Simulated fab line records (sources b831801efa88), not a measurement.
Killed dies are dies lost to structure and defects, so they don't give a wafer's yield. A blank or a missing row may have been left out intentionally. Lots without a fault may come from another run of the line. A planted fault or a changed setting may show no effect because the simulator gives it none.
fab line records | flow sky130
record lots=12 wafers=36 lastDay=50
route steps=708 shown GATE_OXIDE@200 SD_P@326 LI_CONTACT@363 PAD_OPEN@708
lots with no fault: from the same line, run without faults
startH: hours from the record's opening day to when the first of the lot's shown wafers began | waitH: hours since the lot's step before | " the same as in the row above | L1.1+2: a single row standing in for several wafers | - no value, or no start was given | * or withheld: withheld | < > ~ a bound
route shown NAME@n: a module of which the file shows steps, and the number in the route of the first | usual: mean and standard deviation over wafers with no fault | same: alike in all rows | chamber/n: place in a boat | sites: readings site by site | _std_site: their standard deviation | _edge_site: the outer-site mean with the inner-site mean subtracted | radiusMm: for every site, how far away it sits from the centre of the wafer | mask NAME#n: copy n | behind: tool/chamber where the wafer was last shaped | hold: the reason the lot was held/the length of the hold in hours/how it ended | device: the n, p or np transistor that did not switch | end of line: the tests these same wafers got at the end of their route | step lacking rows: just its recipe | killed: not the wafer's yield, but the dies lost to structure and defects at the first sort | map: per-die view of a wafer (x killed, . not killed, _ where there is no die)
set.NAME: the setting as run; set.NAME@STEP: as run at that earlier step | model.NAME: the simulator's own value behind a step, which no gauge read
one table for each step of the route and one row for each wafer, over a sample of lots
services: when a tool's chamber went out of use (startH, in hours from the record's first day, below 0 if earlier), for how many hours, and the reason
## steps
# step SKY_GATE_OXIDE_STRIP_13
# recipe chemistry=O2/N2 powerW=1400 pressureMtorr=1500 platenTempC=withheld o2FlowSccm=3000 n2FlowSccm=300 overashFraction=0.5
# usual drypumpMotorCurrentA=5.6/0.43 oesProductAu=0.716/0.0043 stripTimeToEndpointS=14.17/0.047
# columns lot.wafer tool chamber startH waitH drypumpMotorCurrentA oesProductAu rfHoursCounterH stripTimeToEndpointS
L445.1 plasmaAsher-01 0 319.38 0.0 6.1 0.721 64 14.18
L445.4 " 0 " " 6.1 0.727 - 14.24
L445.5 " 0 " " 6.1 0.710 - 14.22
L446.1 plasmaAsher-01 1 327.13 0.0 5.7 0.716 65 14.15
L446.2 " 0 " " 6.1 0.717 65 14.09
L446.4 " 1 " " 5.7 0.717 - 14.13
L448.1 plasmaAsher-02 0 339.84 0.0 4.9 0.720 53 14.14
L448.3 " 0 " " 4.9 0.717 - 14.15
L448.6 " 1 " " 6.2 0.710 - 14.10
L453.1 plasmaAsher-03 0 385.77 0.0 5.3 0.715 65 14.22
L453.2 " 1 " " 5.3 0.714 65 14.19
L453.5 " 0 " " 5.2 0.711 - 14.24
L454.2 plasmaAsher-02 0 397.34 0.0 4.9 0.716 58 14.07
L454.4 " 0 " " 4.9 0.710 - 14.12
L454.6 " 1 " " 6.1 0.724 - 14.10
L457.1 plasmaAsher-01 1 417.15 0.0 5.7 0.701 74 14.21
L457.2 " 0 " " 6.1 0.717 74 14.19
L457.3 " 1 " " 5.7 0.706 - 14.23
L458.1 plasmaAsher-02 0 430.10 0.0 4.9 0.717 61 14.23
L458.3 " 1 " " 6.2 0.718 - 14.20
L458.6 " 1 " " 6.2 0.710 - 14.16
L459.3 plasmaAsher-01 0 444.92 0.0 6.1 0.710 - 14.19
L459.4 " 1 " " 5.7 0.709 - 14.16
L459.5 " 0 " " 6.1 0.717 - 14.18
L462.1 plasmaAsher-03 1 469.62 0.0 5.2 0.715 72 14.14
L462.4 " 0 " " 5.3 0.715 - 14.17
L462.5 " 1 " " 5.2 0.721 - 14.17
L463.2 plasmaAsher-03 1 477.10 0.0 5.2 0.712 73 14.10
L463.3 " 1 " " 5.2 0.710 - 14.15
L463.5 " 1 " " 5.2 0.710 - 14.11
L464.1 plasmaAsher-01 1 492.64 0.0 5.7 0.716 6 14.15
L464.4 " 1 " " 5.7 0.714 - 14.16
L464.5 " 0 " " 6.1 0.715 - 14.15
L467.1 plasmaAsher-02 0 508.34 0.0 4.9 0.717 69 14.21
L467.4 " 0 " " 4.9 0.718 - 14.17
L467.5 " 1 " " 6.2 0.716 - 14.17
# step SKY_SD_P_DEVELOP_06
# recipe resist=NOVOLAK developer=TMAH developTimeS=60 devTempC=23
# usual exhaustPa=44.8/0.91
# columns lot.wafer tool chamber startH waitH exhaustPa
L445.1 lithoTrack-04 0 598.18 0.1 44.8
L445.4 " 0 " " 45.7
L445.5 " 0 " " 47.1
L446.1 lithoTrack-04 0 606.88 0.1 44.8
L446.2 " 0 " " 44.0
L446.4 " 0 " " 44.2
L448.1 lithoTrack-04 0 618.73 0.1 43.1
L448.3 " 0 " " 43.3
L448.6 " 0 " " 43.6
L453.1 lithoTrack-04 0 662.78 0.1 44.7
L453.2 " 0 " " 46.6
L453.5 " 0 " " 43.9
L454.2 lithoTrack-04 0 678.95 0.1 42.6
L454.4 " 0 " " 44.5
L454.6 " 0 " " 42.1
L457.1 lithoTrack-02 0 698.79 0.1 44.8
L457.2 " 0 " " 45.1
L457.3 " 0 " " 44.2
L458.1 lithoTrack-02 0 709.44 0.1 45.3
L458.3 " 0 " " 45.1
L458.6 " 0 " " 45.9
L459.3 lithoTrack-02 0 720.49 0.1 44.1
L459.4 " 0 " " 44.0
L459.5 " 0 " " 44.7
L462.1 lithoTrack-04 0 742.48 0.1 45.3
L462.4 " 0 " " 46.0
L462.5 " 0 " " 44.9
L463.2 lithoTrack-04 0 752.85 0.1 44.5
L463.3 " 0 " " 44.8
L463.5 " 0 " " 44.4
L464.1 lithoTrack-04 0 764.13 0.1 45.4
L464.4 " 0 " " 46.9
L464.5 " 0 " " 46.7
L467.1 lithoTrack-02 0 775.34 0.1 45.0
L467.4 " 0 " " 44.1
L467.5 " 0 " " 45.5
# step SKY_SD_P_CD_MEAS_07
# recipe targetCdNm=380
# usual cdNm=379.9/2
# columns lot.wafer tool chamber startH waitH hold cdNm
L445.1 cdSem-02 - 598.33 0.1 - 379.4
L445.4 " - " " - 380.6
L445.5 " - " " - 379.9
L446.1 cdSem-02 - 607.03 0.1 - 381.7
L446.2 " - " " - 380.8
L446.4 " - " " - 379.5
L448.1 cdSem-02 - 618.88 0.1 - 383.6
L448.3 " - " " - 382.1
L448.6 " - " " - 381.6
L453.1 cdSem-02 - 662.93 0.1 awaitDispo/0.2h/release 250.9
L453.2 " - " " awaitDispo/0.2h/release 251.4
L453.5 " - " " awaitDispo/0.2h/release 250.6
L453.1 cdSem-02 - 664.87 1.9 - 250.6
L453.2 " - " " - 251.2
L453.5 " - " " - 251.1
L454.2 cdSem-02 - 679.10 0.1 awaitDispo/0.2h/release 277.7
L454.4 " - " " awaitDispo/0.2h/release 277.1
L454.6 " - " " awaitDispo/0.2h/release 277.7
L454.2 cdSem-02 - 679.38 0.3 - 277.9
L454.4 " - " " - 277.4
L454.6 " - " " - 277.6
L457.1 cdSem-02 - 698.94 0.1 - 383.3
L457.2 " - " " - 381.8
L457.3 " - " " - 382.5
L458.1 cdSem-02 - 709.59 0.1 - 382.1
L458.3 " - " " - 380.3
L458.6 " - " " - 381.5
L459.3 cdSem-02 - 720.63 0.1 - 377.3
L459.4 " - " " - 380.4
L459.5 " - " " - 380.5
L462.1 cdSem-02 - 742.63 0.1 - 383.3
L462.4 " - " " - 382.6
L462.5 " - " " - 384.2
L463.2 cdSem-02 - 753.00 0.1 - 376.4
L463.3 " - " " - 378.9
L463.5 " - " " - 377.8
L464.1 cdSem-02 - 764.28 0.1 - 381.3
L464.4 " - " " - 378.9
L464.5 " - " " - 378.1
L467.1 cdSem-02 - 775.49 0.1 - 377.6
L467.4 " - " " - 379.1
L467.5 " - " " - 378.5
# step SKY_LI_CONTACT_THK_MEAS_01
# recipe reads=PSG_of_LI_CONTACT_HDPCVD_00
# usual LI_CONTACT_HDPCVD_THK=936/15
# columns lot.wafer tool chamber startH waitH LI_CONTACT_HDPCVD_THK[nm]
L445.1 filmMetro-04 - 657.27 0.1 949
L445.4 " - " " 926
L445.5 " - " " 948
L446.1 filmMetro-02 - 666.52 0.1 919
L446.2 " - " " 967
L446.4 " - " " 958
L448.1 filmMetro-04 - 676.44 0.1 922
L448.3 " - " " 955
L448.6 " - " " 948
L457.1 filmMetro-04 - 756.65 0.1 933
L457.2 " - " " 938
L457.3 " - " " 910
L458.1 filmMetro-04 - 767.40 0.1 917
L458.3 " - " " 923
L458.6 " - " " 916
L459.3 filmMetro-03 - 776.19 0.1 941
L459.4 " - " " 947
L459.5 " - " " 930
L462.1 filmMetro-03 - 799.30 0.1 952
L462.4 " - " " 951
L462.5 " - " " 940
L463.2 filmMetro-02 - 808.62 0.1 913
L463.3 " - " " 937
L463.5 " - " " 927
L464.1 filmMetro-04 - 818.75 0.1 942
L464.4 " - " " 942
L464.5 " - " " 941
L467.1 filmMetro-04 - 830.30 0.1 941
L467.4 " - " " 953
L467.5 " - " " 944
# step SKY_LI_CONTACT_CMP_24
# recipe stopOn=PSG tOverpolishS=20 downForcePsi=3.5 platenRpm=60 targetThkNm=0 padVelocityMS=0.94248
# usual motorCurrentA=11.0/0.64 overpolishRunS=20.000/0.0095 timeToEndpointS=97/4.2
# columns lot.wafer tool chamber startH waitH motorCurrentA overpolishRunS timeToEndpointS
L445.4 cmp-01 1 686.97 0.0 9.5 20.004 94
L445.1 " 3 " " 11.1 19.999 91
L445.5 " 1 " " 10.1 20.013 91
L446.4 cmp-02 2 697.04 0.1 11.8 20.004 95
L446.2 " 3 " " 10.7 19.998 93
L446.1 " 0 " " 10.9 20.018 101
L448.1 cmp-01 2 706.32 0.1 11.1 20.008 96
L448.3 " 0 " " 11.5 20.003 100
L448.6 " 1 " " 10.0 20.010 97
L457.1 cmp-01 2 785.19 0.1 11.4 19.984 94
L457.3 " 3 " " 11.1 20.008 98
L457.2 " 0 " " 11.0 20.006 100
L458.1 cmp-01 2 795.53 0.1 11.6 20.004 98
L458.3 " 0 " " 11.9 19.999 100
L458.6 " 3 " " 10.9 19.997 100
L459.3 cmp-01 3 804.12 0.1 10.0 20.007 96
L459.4 " 0 " " 11.2 19.996 100
L459.5 " 2 " " 11.8 20.002 97
L462.4 cmp-01 2 827.64 0.0 11.7 19.996 95
L462.1 " 0 " " 11.1 19.993 100
L462.5 " 2 " " 11.2 20.001 101
L463.2 cmp-02 2 836.61 0.0 12.2 19.996 91
L463.3 " 3 " " 11.2 19.996 92
L463.5 " 3 " " 10.8 20.005 90
L464.1 cmp-01 1 847.37 0.1 10.5 20.011 97
L464.4 " 2 " " 10.7 20.004 98
L464.5 " 1 " " 10.3 20.002 98
L467.1 cmp-01 1 858.20 0.1 10.0 19.974 95
L467.4 " 2 " " 11.6 20.002 94
L467.5 " 1 " " 10.1 20.000 96
# step SKY_PAD_OPEN_PROBE_99
# usual defectLimitedYield=82.4/1.9 killed_at_M0_to_M3=43/6.7 killed_at_M4_up=3.1/1.9 killedAtContacts=25/5 killedAtFrontEnd=15/4 killedAtOther=0.4/0.69 killedDies=87/9.2 killedOpen=46/7.1 killedShort=40/6.8 sort_bin_3_pad_short=0.9/0.48 sort_bin_5_function=10.3/1.5 sort_bin_6_memory=6.4/1.2 sortNPass=405/9.2 sortYieldPct=82.4/1.9
# same grossDies=492 killedAtBackSide=0 sort_bin_4_leakage[%]=0 sort_bin_8_speed[%]=0
# columns lot.wafer tool chamber startH waitH defectLimitedYield[%] killed_at_M0_to_M3 killed_at_M4_up killedAtContacts killedAtFrontEnd killedAtOther killedDies killedOpen killedShort sort_bin_3_pad_short[%] sort_bin_5_function[%] sort_bin_6_memory[%] sortNPass sortYieldPct[%]
L457.1 prober-01 - 1155.94 0.1 82.5 43 1 26 16 0 86 44 42 0.2 10.8 6.5 406 82.5
L457.2 prober-01 - 1155.99 0.1 79.9 55 5 25 14 0 99 42 53 1.4 12.8 5.9 393 79.9
L457.3 prober-01 - 1156.04 0.2 82.5 38 2 31 15 0 86 46 38 0.8 10.8 5.9 406 82.5
L463.2 prober-02 - 1190.81 0.1 82.5 41 1 28 15 1 86 45 41 1.0 11.6 4.9 406 82.5
L463.3 prober-02 - 1190.86 0.2 84.1 43 4 23 8 0 78 46 32 0.6 10.6 4.7 414 84.1
L463.5 prober-02 - 1190.96 0.2 82.1 43 4 27 14 0 88 53 34 0.6 11.6 5.7 404 82.1
L464.1 prober-01 - 1195.83 0.1 79.5 49 3 34 14 1 101 52 48 0.8 12.6 7.1 391 79.5
L464.4 prober-01 - 1195.98 0.2 83.5 43 2 21 15 0 81 41 37 0.4 9.1 6.9 411 83.5
L464.5 prober-01 - 1196.03 0.2 82.7 45 2 26 11 1 85 47 38 0.6 10.8 5.9 407 82.7
# killed by level:class
L457.1 VIA1:geometricParticle:open=10 LI_CONTACT:geometricParticle:open=9 VIA1:geometricParticle:short=9 CONTACT:geometricParticle:open=8 CONTACT:geometricParticle:short=7 METAL1:geometricParticle:short=7 POLY_GATE:geometricParticle:short=5 FIELD_ISO:geometricParticle:short=3
L457.2 VIA1:geometricParticle:short=10 VIA1:geometricParticle:open=10 METAL1:geometricParticle:short=9 CONTACT:geometricParticle:open=8 VIA2:geometricParticle:open=7 METAL2:geometricParticle:short=6 CONTACT:geometricParticle:short=5 VIA2:geometricParticle:short=4
L457.3 CONTACT:geometricParticle:open=9 LI_CONTACT:geometricParticle:open=8 FIELD_ISO:geometricParticle:open=7 VIA1:geometricParticle:short=7 CONTACT:geometricParticle:short=6 VIA1:geometricParticle:open=6 VIA2:geometricParticle:short=6 POLY_GATE:geometricParticle:open=5
L463.2 CONTACT:geometricParticle:open=12 VIA1:geometricParticle:open=10 METAL1:geometricParticle:short=8 VIA1:geometricParticle:short=7 POLY_GATE:geometricParticle:open=6 LI_CONTACT:geometricParticle:short=4 LI_CONTACT:geometricParticle:open=4 LOCAL_INTERCONNECT:geometricParticle:short=4
L463.3 VIA2:geometricParticle:open=10 VIA1:geometricParticle:open=8 LI_CONTACT:geometricParticle:open=7 VIA3:geometricParticle:open=6 CONTACT:geometricParticle:open=5 CONTACT:geometricParticle:short=5 VIA2:geometricParticle:short=5 POLY_GATE:geometricParticle:open=3
L463.5 VIA1:geometricParticle:open=11 VIA3:geometricParticle:open=10 CONTACT:geometricParticle:open=9 LI_CONTACT:geometricParticle:open=8 VIA1:geometricParticle:short=5 FIELD_ISO:geometricParticle:open=4 CONTACT:geometricParticle:short=4 VIA2:geometricParticle:open=4
L464.1 CONTACT:geometricParticle:open=12 METAL1:geometricParticle:short=11 VIA1:geometricParticle:open=11 LI_CONTACT:geometricParticle:open=10 METAL2:geometricParticle:short=9 FIELD_ISO:geometricParticle:short=5 CONTACT:geometricParticle:short=5 FIELD_ISO:geometricParticle:open=4
L464.4 VIA1:geometricParticle:open=11 CONTACT:geometricParticle:open=6 CONTACT:geometricParticle:short=6 VIA3:geometricParticle:open=6 VIA2:geometricParticle:short=5 VIA2:geometricParticle:open=5 FIELD_ISO:geometricParticle:open=4 POLY_GATE:geometricParticle:short=4
L464.5 CONTACT:geometricParticle:open=11 VIA1:geometricParticle:open=10 METAL1:geometricParticle:short=8 METAL2:geometricParticle:short=6 FIELD_ISO:geometricParticle:open=5 LOCAL_INTERCONNECT:geometricParticle:short=5 VIA1:geometricParticle:short=5 VIA3:geometricParticle:open=5
## services
# columns tool chamber startH hours kind
cmp-01 - 317.00 4.3 repair
plasmaAsher-02 - 323.51 1.4 repair
cmp-01 - 335.87 0.4 repair
plasmaAsher-02 - 340.82 8.3 repair
plasmaAsher-01 - 349.45 1.0 repair
cmp-01 - 353.27 0.5 repair
cmp-01 - 355.21 4.6 pm
plasmaAsher-02 - 360.47 1.4 repair
cmp-01 - 370.75 1.3 repair
plasmaAsher-01 - 386.79 1.9 repair
cmp-01 - 404.00 4.0 pm
plasmaAsher-01 - 421.25 9.0 pm
plasmaAsher-03 - 431.69 1.5 repair
cmp-01 - 440.86 20.8 pm
plasmaAsher-03 - 459.36 1.6 repair
cmp-01 - 505.57 2.5 repair
plasmaAsher-02 - 587.27 1.8 repair
cmp-01 - 592.33 3.2 pm
plasmaAsher-01 - 653.95 1.4 repair
cmp-01 - 715.40 0.7 repair
cmp-01 - 719.98 0.8 repair
cmp-01 - 730.58 0.5 repair
cmp-01 - 744.00 4.0 pm
cmp-01 - 854.13 1.8 repair
## key
firstSign step=SKY_SD_P_CD_MEAS_07 reading=visit direction=added through=controlLoop
effect step=SKY_SD_P_CD_MEAS_07 reading=cdNm direction=down sigmas=57 usual=379.9 struck=264.3 through=controlLoop
metAt SKY_SD_P_DEVELOP_06
struckLots L453,L454
scrappedBehind SKY_SD_P_CD_MEAS_07 L453.1,L453.2,L453.5,L454.2,L454.4,L454.6
loopTrim step=SKY_SD_P_EXPOSE_04 setting=dose lots=L454
notActingAt SKY_GATE_OXIDE_STRIP_13,SKY_LI_CONTACT_THK_MEAS_01,SKY_LI_CONTACT_CMP_24
onsetBetween 618.73 662.78
fault kind=processParameterDrift tool=lithoTrack-04 chamber=- onsetH=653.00 steps=SKY_SD_P_DEVELOP_06 channel=developTimeS offset=* shape=step endH=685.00 actsIn=* stated=*
# loopTrim: a control loop set the setting to another value than it would have without faults
